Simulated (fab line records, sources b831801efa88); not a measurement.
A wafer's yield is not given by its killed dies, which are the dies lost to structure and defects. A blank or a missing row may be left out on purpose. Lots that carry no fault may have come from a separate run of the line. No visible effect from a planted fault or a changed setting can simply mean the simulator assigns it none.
Which of the tools did it? / flow gf180mcu / Sampling: 24 lots, 72 wafers, 6 of 602 route steps

== WHAT THE GAUGES READ, wafer by wafer ==
GF_V5_OVL_MEAS_15.
lot=L074; measured=day 27 03:26; on=overlay-02; V5_OVL (nm)=5 -3 3
lot=L075; measured=day 27 10:43; on=overlay-01; V5_OVL (nm)=7 8 6
lot=L076; measured=day 27 15:43; on=overlay-01; V5_OVL (nm)=-6 -5 -2
lot=L077; measured=day 28 06:32; on=overlay-01; V5_OVL (nm)=-2 0 0
lot=L078; measured=day 28 11:22; on=overlay-01; V5_OVL (nm)=-6 -3 -2
lot=L079; measured=day 28 14:38; on=overlay-01; V5_OVL (nm)=12 7 0
lot=L080; measured=day 29 04:25; on=overlay-01; V5_OVL (nm)=9 10 12
lot=L081; measured=day 29 12:49; on=overlay-02; V5_OVL (nm)=-3 0 0
lot=L082; measured=day 29 15:24; on=overlay-01; V5_OVL (nm)=-3 -5 4
lot=L083; measured=day 30 02:21; on=overlay-01; V5_OVL (nm)=-14 -10 -6
lot=L084; measured=day 30 08:09; on=overlay-01; V5_OVL (nm)=-1 -3 1
lot=L085; measured=day 30 12:25; on=overlay-02; V5_OVL (nm)=14 15 7
lot=L086; measured=day 30 18:36; on=overlay-01; V5_OVL (nm)=0 -2 -3
lot=L087; measured=day 31 03:08; on=overlay-01; V5_OVL (nm)=-12 -11 -4
lot=L088; measured=day 31 07:59; on=overlay-02; V5_OVL (nm)=6 2 -5
lot=L089; measured=day 31 17:37; on=overlay-02; V5_OVL (nm)=4 -1 7
lot=L090; measured=day 31 20:26; on=overlay-02; V5_OVL (nm)=13 12 3
lot=L091; measured=day 32 00:16; on=overlay-02; V5_OVL (nm)=10 3 14
lot=L092; measured=day 32 05:44; on=overlay-02; V5_OVL (nm)=-1 -2 -5
lot=L093; measured=day 32 15:18; on=overlay-01; V5_OVL (nm)=-1 -6 -3
lot=L094; measured=day 32 20:33; on=overlay-01; V5_OVL (nm)=4 0 1
lot=L095; measured=day 33 02:57; on=overlay-01; V5_OVL (nm)=6 4 0
lot=L096; measured=day 33 10:13; on=overlay-02; V5_OVL (nm)=5 11 11
lot=L097; measured=day 33 16:37; on=overlay-01; V5_OVL (nm)=9 7 7

== EACH LOT AND THE TOOL THAT RAN IT (in order: tool; ch and the chambers of the sampled wafers; start) ==
lot=L074; GF_SALICIDE_RTA_06=rtp-anneal-01 ch 0, day 15 05:16; GF_M2_SPUTTER_01=pvd-sputter-03, day 18 04:26; GF_V4_CMP_26=cmp-01 ch 0,1,3, day 24 10:00; GF_MIM_SPUTTER_00=pvd-sputter-02, day 24 10:18; GF_V5_CVD_02=pecvd-01 ch 0,1, day 26 06:26
lot=L075; GF_SALICIDE_RTA_06=rtp-anneal-01 ch 0, day 15 12:03; GF_M2_SPUTTER_01=pvd-sputter-04, day 18 10:19; GF_V4_CMP_26=cmp-01 ch 0,1,3, day 24 16:49; GF_MIM_SPUTTER_00=pvd-sputter-03, day 24 17:01; GF_V5_CVD_02=pecvd-04 ch 0,1,2, day 26 13:27
lot=L076; GF_SALICIDE_RTA_06=rtp-anneal-02 ch 0, day 15 16:40; GF_M2_SPUTTER_01=pvd-sputter-04, day 18 16:15; GF_V4_CMP_26=cmp-02 ch 0,1,3, day 24 23:14; GF_MIM_SPUTTER_00=pvd-sputter-02, day 24 23:29; GF_V5_CVD_02=pecvd-03 ch 0,1,2, day 26 19:32
lot=L077; GF_SALICIDE_RTA_06=rtp-anneal-01 ch 0, day 16 10:08; GF_M2_SPUTTER_01=pvd-sputter-03, day 19 11:46; GF_V4_CMP_26=cmp-01 ch 1,2,3, day 25 14:52; GF_MIM_SPUTTER_00=pvd-sputter-02, day 25 15:04; GF_V5_CVD_02=pecvd-04 ch 0,1, day 27 09:44
lot=L078; GF_SALICIDE_RTA_06=rtp-anneal-01 ch 0, day 16 14:54; GF_M2_SPUTTER_01=pvd-sputter-01, day 19 19:10; GF_V4_CMP_26=cmp-01 ch 1,2,3, day 25 20:33; GF_MIM_SPUTTER_00=pvd-sputter-03, day 25 20:45; GF_V5_CVD_02=pecvd-01 ch 0,2, day 27 14:52
lot=L079; GF_SALICIDE_RTA_06=rtp-anneal-01 ch 0, day 16 19:55; GF_M2_SPUTTER_01=pvd-sputter-04, day 19 22:02; GF_V4_CMP_26=cmp-01 ch 0,1,3, day 25 23:34; GF_MIM_SPUTTER_00=pvd-sputter-02, day 25 23:52; GF_V5_CVD_02=pecvd-04 ch 0,2, day 27 18:34
lot=L080; GF_SALICIDE_RTA_06=rtp-anneal-02 ch 0, day 17 07:26; GF_M2_SPUTTER_01=pvd-sputter-04, day 20 12:45; GF_V4_CMP_26=cmp-01 ch 2,3, day 26 14:04; GF_MIM_SPUTTER_00=pvd-sputter-04, day 26 14:22; GF_V5_CVD_02=pecvd-04 ch 0,1,2, day 28 08:19
lot=L081; GF_SALICIDE_RTA_06=rtp-anneal-02 ch 0, day 17 18:31; GF_M2_SPUTTER_01=pvd-sputter-04, day 21 00:04; GF_V4_CMP_26=cmp-02 ch 0,2, day 26 22:59; GF_MIM_SPUTTER_00=pvd-sputter-02, day 26 23:17; GF_V5_CVD_02=pecvd-01 ch 0,2, day 28 16:49
lot=L082; GF_SALICIDE_RTA_06=rtp-anneal-01 ch 0, day 17 21:43; GF_M2_SPUTTER_01=pvd-sputter-03, day 21 04:38; GF_V4_CMP_26=cmp-02 ch 2,3, day 27 01:42; GF_MIM_SPUTTER_00=pvd-sputter-04, day 27 02:00; GF_V5_CVD_02=pecvd-01 ch 0,2, day 28 19:44
lot=L083; GF_SALICIDE_RTA_06=rtp-anneal-02 ch 0, day 18 09:37; GF_M2_SPUTTER_01=pvd-sputter-01, day 21 15:43; GF_V4_CMP_26=cmp-01 ch 0,1,2, day 27 13:49; GF_MIM_SPUTTER_00=pvd-sputter-03, day 27 14:04; GF_V5_CVD_02=pecvd-04 ch 1,2, day 29 07:01
lot=L084; GF_SALICIDE_RTA_06=rtp-anneal-02 ch 0, day 18 17:59; GF_M2_SPUTTER_01=pvd-sputter-04, day 22 00:11; GF_V4_CMP_26=cmp-02 ch 0,1, day 27 20:07; GF_MIM_SPUTTER_00=pvd-sputter-02, day 27 20:25; GF_V5_CVD_02=pecvd-04 ch 0,1,2, day 29 12:56
lot=L085; GF_SALICIDE_RTA_06=rtp-anneal-01 ch 0, day 19 01:41; GF_M2_SPUTTER_01=pvd-sputter-04, day 22 07:35; GF_V4_CMP_26=cmp-02 ch 0,1, day 28 00:50; GF_MIM_SPUTTER_00=pvd-sputter-03, day 28 01:08; GF_V5_CVD_02=pecvd-01 ch 0,1,2, day 29 17:12
lot=L086; GF_SALICIDE_RTA_06=rtp-anneal-01 ch 0, day 19 09:30; GF_M2_SPUTTER_01=pvd-sputter-03, day 22 16:01; GF_V4_CMP_26=cmp-01 ch 2,3, day 28 08:25; GF_MIM_SPUTTER_00=pvd-sputter-03, day 28 08:43; GF_V5_CVD_02=pecvd-01 ch 0,2, day 30 00:01
lot=L087; GF_SALICIDE_RTA_06=rtp-anneal-01 ch 0, day 19 20:25; GF_M2_SPUTTER_01=pvd-sputter-04, day 23 00:58; GF_V4_CMP_26=cmp-02 ch 0,1, day 28 16:44; GF_MIM_SPUTTER_00=pvd-sputter-04, day 28 17:02; GF_V5_CVD_02=pecvd-01 ch 0,1,2, day 30 08:28
lot=L088; GF_SALICIDE_RTA_06=rtp-anneal-02 ch 0, day 20 02:58; GF_M2_SPUTTER_01=pvd-sputter-01, day 23 07:12; GF_V4_CMP_26=cmp-02 ch 1,2, day 28 21:49; GF_MIM_SPUTTER_00=pvd-sputter-03, day 28 22:07; GF_V5_CVD_02=pecvd-04 ch 0,1,2, day 30 13:35
lot=L089; GF_SALICIDE_RTA_06=rtp-anneal-02 ch 0, day 20 17:23; GF_M2_SPUTTER_01=pvd-sputter-03, day 23 21:19; GF_V4_CMP_26=cmp-01 ch 1,2, day 29 09:15; GF_MIM_SPUTTER_00=pvd-sputter-02, day 29 09:30; GF_V5_CVD_02=pecvd-03 ch 0,1,2, day 30 23:32
lot=L090; GF_SALICIDE_RTA_06=rtp-anneal-02 ch 0, day 20 19:40; GF_M2_SPUTTER_01=pvd-sputter-01, day 23 23:28; GF_V4_CMP_26=cmp-01 ch 1,2, day 29 11:33; GF_MIM_SPUTTER_00=pvd-sputter-02, day 29 11:51; GF_V5_CVD_02=pecvd-03 ch 0,1,2, day 31 02:05
lot=L091; GF_SALICIDE_RTA_06=rtp-anneal-01 ch 0, day 21 02:25; GF_M2_SPUTTER_01=pvd-sputter-03, day 24 05:22; GF_V4_CMP_26=cmp-01 ch 0,2,3, day 29 15:31; GF_MIM_SPUTTER_00=pvd-sputter-03, day 29 15:46; GF_V5_CVD_02=pecvd-03 ch 0,1, day 31 06:13
lot=L092; GF_SALICIDE_RTA_06=rtp-anneal-02 ch 0, day 21 12:20; GF_M2_SPUTTER_01=pvd-sputter-03, day 24 14:51; GF_V4_CMP_26=cmp-02 ch 0,1,2, day 29 23:04; GF_MIM_SPUTTER_00=pvd-sputter-04, day 29 23:22; GF_V5_CVD_02=pecvd-01 ch 0,1, day 31 12:41
lot=L093; GF_SALICIDE_RTA_06=rtp-anneal-01 ch 0, day 21 21:56; GF_M2_SPUTTER_01=pvd-sputter-01, day 24 23:53; GF_V4_CMP_26=cmp-02 ch 1,2, day 30 08:58; GF_MIM_SPUTTER_00=pvd-sputter-02, day 30 09:16; GF_V5_CVD_02=pecvd-04 ch 0,1, day 31 21:47
lot=L094; GF_SALICIDE_RTA_06=rtp-anneal-01 ch 0, day 22 07:43; GF_M2_SPUTTER_01=pvd-sputter-04, day 25 09:25; GF_V4_CMP_26=cmp-01 ch 0,3, day 30 15:38; GF_MIM_SPUTTER_00=pvd-sputter-02, day 30 15:53; GF_V5_CVD_02=pecvd-04 ch 0,2, day 32 04:11
lot=L095; GF_SALICIDE_RTA_06=rtp-anneal-01 ch 0, day 22 12:36; GF_M2_SPUTTER_01=pvd-sputter-04, day 25 13:52; GF_V4_CMP_26=cmp-02 ch 0,2,3, day 30 22:22; GF_MIM_SPUTTER_00=pvd-sputter-02, day 30 22:34; GF_V5_CVD_02=pecvd-03 ch 0,1, day 32 10:13
lot=L096; GF_SALICIDE_RTA_06=rtp-anneal-01 ch 0, day 22 23:56; GF_M2_SPUTTER_01=pvd-sputter-01, day 25 23:38; GF_V4_CMP_26=cmp-01 ch 1,2, day 31 05:50; GF_MIM_SPUTTER_00=pvd-sputter-04, day 31 06:08; GF_V5_CVD_02=pecvd-01 ch 0,2, day 32 17:35
lot=L097; GF_SALICIDE_RTA_06=rtp-anneal-01 ch 0, day 23 10:55; GF_M2_SPUTTER_01=pvd-sputter-03, day 26 08:45; GF_V4_CMP_26=cmp-02 ch 2,3, day 31 12:36; GF_MIM_SPUTTER_00=pvd-sputter-03, day 31 12:54; GF_V5_CVD_02=pecvd-04 ch 1,2, day 33 00:29
- GF_SALICIDE_RTA_06: time 30 s.
- GF_M2_SPUTTER_01: material TiN, target thk 30 nm, time 24.14 s.
- GF_V4_CMP_26: polishes, stops on SiO2, t overpolish 15 s, target thk 0 nm.
- GF_MIM_SPUTTER_00: material Ti, target thk 37.5 nm, time 150 s.
- GF_V5_CVD_02: deposits SiO2 from TEOS, target thk 1450 nm, time 163.28 s.

== AS READ BY THE TOOLS THEMSELVES (means over the sampled wafers that have a number; for cases with no such wafer, the mark the record gives instead) ==
GF_SALICIDE_RTA_06.
lot=L074; tool=rtp-anneal-01; lamp-power-pct (%)=6.35; wafer_temp_C_max=531.8
lot=L075; tool=rtp-anneal-01; lamp-power-pct (%)=6.35; wafer_temp_C_max=531.8
lot=L076; tool=rtp-anneal-02; lamp-power-pct (%)=6.26; wafer_temp_C_max=532.1
lot=L077; tool=rtp-anneal-01; lamp-power-pct (%)=6.35; wafer_temp_C_max=531.8
lot=L078; tool=rtp-anneal-01; lamp-power-pct (%)=6.35; wafer_temp_C_max=531.6
lot=L079; tool=rtp-anneal-01; lamp-power-pct (%)=6.35; wafer_temp_C_max=532.0
lot=L080; tool=rtp-anneal-02; lamp-power-pct (%)=6.26; wafer_temp_C_max=531.6
lot=L081; tool=rtp-anneal-02; lamp-power-pct (%)=6.26; wafer_temp_C_max=531.7
lot=L082; tool=rtp-anneal-01; lamp-power-pct (%)=6.35; wafer_temp_C_max=532.1
lot=L083; tool=rtp-anneal-02; lamp-power-pct (%)=6.27; wafer_temp_C_max=532.3
lot=L084; tool=rtp-anneal-02; lamp-power-pct (%)=6.26; wafer_temp_C_max=531.9
lot=L085; tool=rtp-anneal-01; lamp-power-pct (%)=6.34; wafer_temp_C_max=532.1
lot=L086; tool=rtp-anneal-01; lamp-power-pct (%)=6.35; wafer_temp_C_max=531.9
lot=L087; tool=rtp-anneal-01; lamp-power-pct (%)=6.35; wafer_temp_C_max=531.7
lot=L088; tool=rtp-anneal-02; lamp-power-pct (%)=6.26; wafer_temp_C_max=531.8
lot=L089; tool=rtp-anneal-02; lamp-power-pct (%)=6.26; wafer_temp_C_max=532.2
lot=L090; tool=rtp-anneal-02; lamp-power-pct (%)=6.26; wafer_temp_C_max=531.9
lot=L091; tool=rtp-anneal-01; lamp-power-pct (%)=6.35; wafer_temp_C_max=532.2
lot=L092; tool=rtp-anneal-02; lamp-power-pct (%)=6.26; wafer_temp_C_max=532.3
lot=L093; tool=rtp-anneal-01; lamp-power-pct (%)=6.34; wafer_temp_C_max=532.1
lot=L094; tool=rtp-anneal-01; lamp-power-pct (%)=6.35; wafer_temp_C_max=531.3
lot=L095; tool=rtp-anneal-01; lamp-power-pct (%)=6.35; wafer_temp_C_max=531.5
lot=L096; tool=rtp-anneal-01; lamp-power-pct (%)=6.35; wafer_temp_C_max=532.2
lot=L097; tool=rtp-anneal-01; lamp-power-pct (%)=6.35; wafer_temp_C_max=532.1

GF_M2_SPUTTER_01.
lot=L074; tool=pvd-sputter-03; throttle-valve-pct (%)=29.6
lot=L075; tool=pvd-sputter-04; throttle-valve-pct (%)=29.7
lot=L076; tool=pvd-sputter-04; throttle-valve-pct (%)=29.8
lot=L077; tool=pvd-sputter-03; throttle-valve-pct (%)=31.3
lot=L078; tool=pvd-sputter-01; throttle-valve-pct (%)=29.9
lot=L079; tool=pvd-sputter-04; throttle-valve-pct (%)=29.8
lot=L080; tool=pvd-sputter-04; throttle-valve-pct (%)=29.7
lot=L081; tool=pvd-sputter-04; throttle-valve-pct (%)=29.9
lot=L082; tool=pvd-sputter-03; throttle-valve-pct (%)=31.0
lot=L083; tool=pvd-sputter-01; throttle-valve-pct (%)=30.5
lot=L084; tool=pvd-sputter-04; throttle-valve-pct (%)=30.0
lot=L085; tool=pvd-sputter-04; throttle-valve-pct (%)=29.8
lot=L086; tool=pvd-sputter-03; throttle-valve-pct (%)=29.6
lot=L087; tool=pvd-sputter-04; throttle-valve-pct (%)=29.8
lot=L088; tool=pvd-sputter-01; throttle-valve-pct (%)=29.9
lot=L089; tool=pvd-sputter-03; throttle-valve-pct (%)=30.3
lot=L090; tool=pvd-sputter-01; throttle-valve-pct (%)=29.9
lot=L091; tool=pvd-sputter-03; throttle-valve-pct (%)=29.4
lot=L092; tool=pvd-sputter-03; throttle-valve-pct (%)=29.5
lot=L093; tool=pvd-sputter-01; throttle-valve-pct (%)=29.8
lot=L094; tool=pvd-sputter-04; throttle-valve-pct (%)=29.9
lot=L095; tool=pvd-sputter-04; throttle-valve-pct (%)=29.6
lot=L096; tool=pvd-sputter-01; throttle-valve-pct (%)=29.8
lot=L097; tool=pvd-sputter-03; throttle-valve-pct (%)=31.0

GF_V4_CMP_26.
lot=L074; tool=cmp-01; edge-zone-pressure-frac=1.001; motor-current-A (A)=11.3; overpolish-run-s (s)=15.002; platen-rpm (rpm)=59.98; time-to-endpoint-s (s)=80
lot=L075; tool=cmp-01; edge-zone-pressure-frac=1.001; motor-current-A (A)=10.7; overpolish-run-s (s)=14.994; platen-rpm (rpm)=59.95; time-to-endpoint-s (s)=81
lot=L076; tool=cmp-02; edge-zone-pressure-frac=0.999; motor-current-A (A)=10.3; overpolish-run-s (s)=14.997; platen-rpm (rpm)=59.98; time-to-endpoint-s (s)=80
lot=L077; tool=cmp-01; edge-zone-pressure-frac=0.997; motor-current-A (A)=10.7; overpolish-run-s (s)=15.002; platen-rpm (rpm)=59.98; time-to-endpoint-s (s)=77
lot=L078; tool=cmp-01; edge-zone-pressure-frac=1.006; motor-current-A (A)=10.8; overpolish-run-s (s)=14.993; platen-rpm (rpm)=60.00; time-to-endpoint-s (s)=78
lot=L079; tool=cmp-01; edge-zone-pressure-frac=1.002; motor-current-A (A)=11.0; overpolish-run-s (s)=14.990; platen-rpm (rpm)=60.00; time-to-endpoint-s (s)=83
lot=L080; tool=cmp-01; edge-zone-pressure-frac=1.002; motor-current-A (A)=10.9; overpolish-run-s (s)=15.009; platen-rpm (rpm)=60.02; time-to-endpoint-s (s)=85
lot=L081; tool=cmp-02; edge-zone-pressure-frac=1.000; motor-current-A (A)=10.0; overpolish-run-s (s)=14.998; platen-rpm (rpm)=59.96; time-to-endpoint-s (s)=80
lot=L082; tool=cmp-02; edge-zone-pressure-frac=0.991; motor-current-A (A)=10.2; overpolish-run-s (s)=14.993; platen-rpm (rpm)=59.96; time-to-endpoint-s (s)=83
lot=L083; tool=cmp-01; edge-zone-pressure-frac=1.005; motor-current-A (A)=10.8; overpolish-run-s (s)=14.988; platen-rpm (rpm)=59.99; time-to-endpoint-s (s)=81
lot=L084; tool=cmp-02; edge-zone-pressure-frac=1.000; motor-current-A (A)=10.3; overpolish-run-s (s)=15.008; platen-rpm (rpm)=59.98; time-to-endpoint-s (s)=82
lot=L085; tool=cmp-02; edge-zone-pressure-frac=1.004; motor-current-A (A)=10.1; overpolish-run-s (s)=14.995; platen-rpm (rpm)=60.00; time-to-endpoint-s (s)=86
lot=L086; tool=cmp-01; edge-zone-pressure-frac=1.001; motor-current-A (A)=10.5; overpolish-run-s (s)=14.993; platen-rpm (rpm)=59.99; time-to-endpoint-s (s)=84
lot=L087; tool=cmp-02; edge-zone-pressure-frac=1.002; motor-current-A (A)=10.2; overpolish-run-s (s)=15.007; platen-rpm (rpm)=59.98; time-to-endpoint-s (s)=85
lot=L088; tool=cmp-02; edge-zone-pressure-frac=0.999; motor-current-A (A)=10.4; overpolish-run-s (s)=15.001; platen-rpm (rpm)=59.97; time-to-endpoint-s (s)=85
lot=L089; tool=cmp-01; edge-zone-pressure-frac=1.001; motor-current-A (A)=10.4; overpolish-run-s (s)=15.004; platen-rpm (rpm)=60.03; time-to-endpoint-s (s)=85
lot=L090; tool=cmp-01; edge-zone-pressure-frac=1.001; motor-current-A (A)=10.7; overpolish-run-s (s)=15.001; platen-rpm (rpm)=60.04; time-to-endpoint-s (s)=83
lot=L091; tool=cmp-01; edge-zone-pressure-frac=1.000; motor-current-A (A)=11.1; overpolish-run-s (s)=14.996; platen-rpm (rpm)=60.00; time-to-endpoint-s (s)=85
lot=L092; tool=cmp-02; edge-zone-pressure-frac=0.998; motor-current-A (A)=10.2; overpolish-run-s (s)=14.992; platen-rpm (rpm)=60.00; time-to-endpoint-s (s)=81
lot=L093; tool=cmp-02; edge-zone-pressure-frac=1.001; motor-current-A (A)=10.3; overpolish-run-s (s)=15.000; platen-rpm (rpm)=59.97; time-to-endpoint-s (s)=80
lot=L094; tool=cmp-01; edge-zone-pressure-frac=0.995; motor-current-A (A)=11.2; overpolish-run-s (s)=14.995; platen-rpm (rpm)=60.00; time-to-endpoint-s (s)=82
lot=L095; tool=cmp-02; edge-zone-pressure-frac=0.997; motor-current-A (A)=10.3; overpolish-run-s (s)=15.000; platen-rpm (rpm)=60.00; time-to-endpoint-s (s)=82
lot=L096; tool=cmp-01; edge-zone-pressure-frac=1.006; motor-current-A (A)=10.9; overpolish-run-s (s)=15.000; platen-rpm (rpm)=60.05; time-to-endpoint-s (s)=81
lot=L097; tool=cmp-02; edge-zone-pressure-frac=0.992; motor-current-A (A)=10.0; overpolish-run-s (s)=15.006; platen-rpm (rpm)=60.00; time-to-endpoint-s (s)=82

GF_MIM_SPUTTER_00.
lot=L074; tool=pvd-sputter-02; throttle-valve-pct (%)=28.6
lot=L075; tool=pvd-sputter-03; throttle-valve-pct (%)=30.6
lot=L076; tool=pvd-sputter-02; throttle-valve-pct (%)=29.0
lot=L077; tool=pvd-sputter-02; throttle-valve-pct (%)=29.0
lot=L078; tool=pvd-sputter-03; throttle-valve-pct (%)=29.6
lot=L079; tool=pvd-sputter-02; throttle-valve-pct (%)=29.3
lot=L080; tool=pvd-sputter-04; throttle-valve-pct (%)=29.9
lot=L081; tool=pvd-sputter-02; throttle-valve-pct (%)=28.7
lot=L082; tool=pvd-sputter-04; throttle-valve-pct (%)=30.0
lot=L083; tool=pvd-sputter-03; throttle-valve-pct (%)=30.2
lot=L084; tool=pvd-sputter-02; throttle-valve-pct (%)=28.5
lot=L085; tool=pvd-sputter-03; throttle-valve-pct (%)=30.6
lot=L086; tool=pvd-sputter-03; throttle-valve-pct (%)=29.6
lot=L087; tool=pvd-sputter-04; throttle-valve-pct (%)=29.5
lot=L088; tool=pvd-sputter-03; throttle-valve-pct (%)=31.1
lot=L089; tool=pvd-sputter-02; throttle-valve-pct (%)=28.9
lot=L090; tool=pvd-sputter-02; throttle-valve-pct (%)=29.4
lot=L091; tool=pvd-sputter-03; throttle-valve-pct (%)=30.4
lot=L092; tool=pvd-sputter-04; throttle-valve-pct (%)=29.7
lot=L093; tool=pvd-sputter-02; throttle-valve-pct (%)=28.6
lot=L094; tool=pvd-sputter-02; throttle-valve-pct (%)=29.3
lot=L095; tool=pvd-sputter-02; throttle-valve-pct (%)=28.7
lot=L096; tool=pvd-sputter-04; throttle-valve-pct (%)=29.8
lot=L097; tool=pvd-sputter-03; throttle-valve-pct (%)=29.5

GF_V5_CVD_02.
lot=L074; tool=pecvd-01; heater-power-w (W)=724; rf-fwd-power-W (W)=598.2
lot=L075; tool=pecvd-04; heater-power-w (W)=708; rf-fwd-power-W (W)=598.4
lot=L076; tool=pecvd-03; heater-power-w (W)=612; rf-fwd-power-W (W)=597.9
lot=L077; tool=pecvd-04; heater-power-w (W)=752; rf-fwd-power-W (W)=597.7
lot=L078; tool=pecvd-01; heater-power-w (W)=681; rf-fwd-power-W (W)=599.8
lot=L079; tool=pecvd-04; heater-power-w (W)=585; rf-fwd-power-W (W)=598.9
lot=L080; tool=pecvd-04; heater-power-w (W)=690; rf-fwd-power-W (W)=596.1
lot=L081; tool=pecvd-01; heater-power-w (W)=680; rf-fwd-power-W (W)=596.6
lot=L082; tool=pecvd-01; heater-power-w (W)=724; rf-fwd-power-W (W)=597.3
lot=L083; tool=pecvd-04; heater-power-w (W)=720; rf-fwd-power-W (W)=597.6
lot=L084; tool=pecvd-04; heater-power-w (W)=682; rf-fwd-power-W (W)=598.0
lot=L085; tool=pecvd-01; heater-power-w (W)=680; rf-fwd-power-W (W)=597.2
lot=L086; tool=pecvd-01; heater-power-w (W)=649; rf-fwd-power-W (W)=597.6
lot=L087; tool=pecvd-01; heater-power-w (W)=655; rf-fwd-power-W (W)=599.3
lot=L088; tool=pecvd-04; heater-power-w (W)=731; rf-fwd-power-W (W)=597.7
lot=L089; tool=pecvd-03; heater-power-w (W)=586; rf-fwd-power-W (W)=595.9
lot=L090; tool=pecvd-03; heater-power-w (W)=621; rf-fwd-power-W (W)=598.4
lot=L091; tool=pecvd-03; heater-power-w (W)=536; rf-fwd-power-W (W)=594.8
lot=L092; tool=pecvd-01; heater-power-w (W)=716; rf-fwd-power-W (W)=598.9
lot=L093; tool=pecvd-04; heater-power-w (W)=704; rf-fwd-power-W (W)=599.9
lot=L094; tool=pecvd-04; heater-power-w (W)=595; rf-fwd-power-W (W)=595.9
lot=L095; tool=pecvd-03; heater-power-w (W)=574; rf-fwd-power-W (W)=598.7
lot=L096; tool=pecvd-01; heater-power-w (W)=712; rf-fwd-power-W (W)=599.6
lot=L097; tool=pecvd-04; heater-power-w (W)=733; rf-fwd-power-W (W)=595.8

== THE ANSWER, worked out from the rows above alone ==
Rule: usual is defined by the lots themselves. Put in order of their means at a reading, lots are off if they are a third of the lots or fewer, leave a main group of 4 or more, and stand apart from it by a gap of 3 or more times the standard deviation of the main group's means; of several such gaps the widest counts. If all means in a main group match to the digits the tables above print for the reading, that group is not used. A lot without any number at a reading at which 4 lots or more have one is off too. Any other lot the step has rows for is counted as sound. After the gauges, taken in route order, come the tools' own readings; for these a lot's mean is taken, as printed above. At the first step where some lot is off, the reading lying furthest off is the one used; lots without a number count as furthest.
No lot is off at any reading shown: from this, nothing can be told.

== WHAT THE SIMULATOR HAD PUT IN ==
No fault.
